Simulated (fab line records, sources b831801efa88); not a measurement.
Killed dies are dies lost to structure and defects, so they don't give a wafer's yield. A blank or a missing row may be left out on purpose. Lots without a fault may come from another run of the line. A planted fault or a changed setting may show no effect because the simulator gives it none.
Which tool did it? | flow sky130 | 7 lots, 21 wafers sampled, at 5 steps of a route of 708

WHAT THE GAUGES READ, wafer by wafer
SKY_METAL1_THK_MEAS_06: measures by xrf.
lot  | measured     | on            | METAL1_ALCU_THK (nm)
L624 | day 32 20:29 | film_metro-02 | 254 248 254
L635 | day 36 08:19 | film_metro-02 | 295 293 292
L637 | day 37 06:36 | film_metro-04 | 253 253 253
L639 | day 37 12:43 | film_metro-01 | 251 248 251
L642 | day 38 04:38 | film_metro-02 | 245 250 251
L643 | day 38 18:31 | film_metro-04 | 255 255 256
L645 | day 39 00:17 | film_metro-02 | 257 256 259

WHICH TOOL RAN EACH LOT (tool, then ch and the chambers of the sampled wafers, then the start)
lot  | SKY_CONTACT_CMP_04            | SKY_METAL1_SPUTTER_01        | SKY_METAL1_SPUTTER_02        | SKY_METAL1_SPUTTER_04
L624 | cmp-02 ch 0,1, day 31 14:15   | pvd_sputter-01, day 32 20:14 | pvd_sputter-01, day 32 20:16 | pvd_sputter-01, day 32 20:18
L635 | cmp-01 ch 0,1,3, day 35 03:50 | pvd_sputter-03, day 36 08:04 | pvd_sputter-03, day 36 08:06 | pvd_sputter-03, day 36 08:09
L637 | cmp-01 ch 1,2, day 36 02:34   | pvd_sputter-02, day 37 06:21 | pvd_sputter-02, day 37 06:22 | pvd_sputter-02, day 37 06:25
L639 | cmp-02 ch 0,1,3, day 36 08:37 | pvd_sputter-02, day 37 12:28 | pvd_sputter-02, day 37 12:30 | pvd_sputter-02, day 37 12:32
L642 | cmp-01 ch 0,1, day 37 01:48   | pvd_sputter-01, day 38 04:24 | pvd_sputter-01, day 38 04:25 | pvd_sputter-01, day 38 04:28
L643 | cmp-02 ch 0,1,3, day 37 15:17 | pvd_sputter-03, day 38 18:17 | pvd_sputter-03, day 38 18:18 | pvd_sputter-03, day 38 18:20
L645 | cmp-01 ch 0,1,2, day 37 19:47 | pvd_sputter-02, day 39 00:03 | pvd_sputter-02, day 39 00:04 | pvd_sputter-02, day 39 00:07
- SKY_CONTACT_CMP_04: polishes SiO2.
- SKY_METAL1_SPUTTER_01: material TiN, target thk 20 nm, time 16.7 s.
- SKY_METAL1_SPUTTER_02: material AlCu, target thk 250 nm, time 13.3 s.
- SKY_METAL1_SPUTTER_04: material TiN, target thk 70 nm, time 58.3 s.

THE ANSWER, worked out from the rows above alone
Rule: what is usual is taken from the lots themselves. Put in order of their means at a reading, lots are off if they are a third of the lots or fewer, leave a main group of 4 or more, and stand apart from it by a gap of 3 or more times the standard deviation of the main group's means; of several such gaps the widest counts. A main group whose means are all the same, to the digits that the tables above print for the reading, isn't used. A lot without any number at a reading at which 4 lots or more have one is off too. The other lots that the step has rows for count as sound.
Off: L635, at SKY_METAL1_THK_MEAS_06 (METAL1_ALCU_THK). The main group: mean 253 nm, standard deviation 3.
A tool fits if, at a process step before that reading, it ran every lot that is off, and no sound lot after the first of them. The gauges at SKY_METAL1_THK_MEAS_06 are tried like those tools. None of those tried fits.

WHAT THE SIMULATOR HAD PUT IN
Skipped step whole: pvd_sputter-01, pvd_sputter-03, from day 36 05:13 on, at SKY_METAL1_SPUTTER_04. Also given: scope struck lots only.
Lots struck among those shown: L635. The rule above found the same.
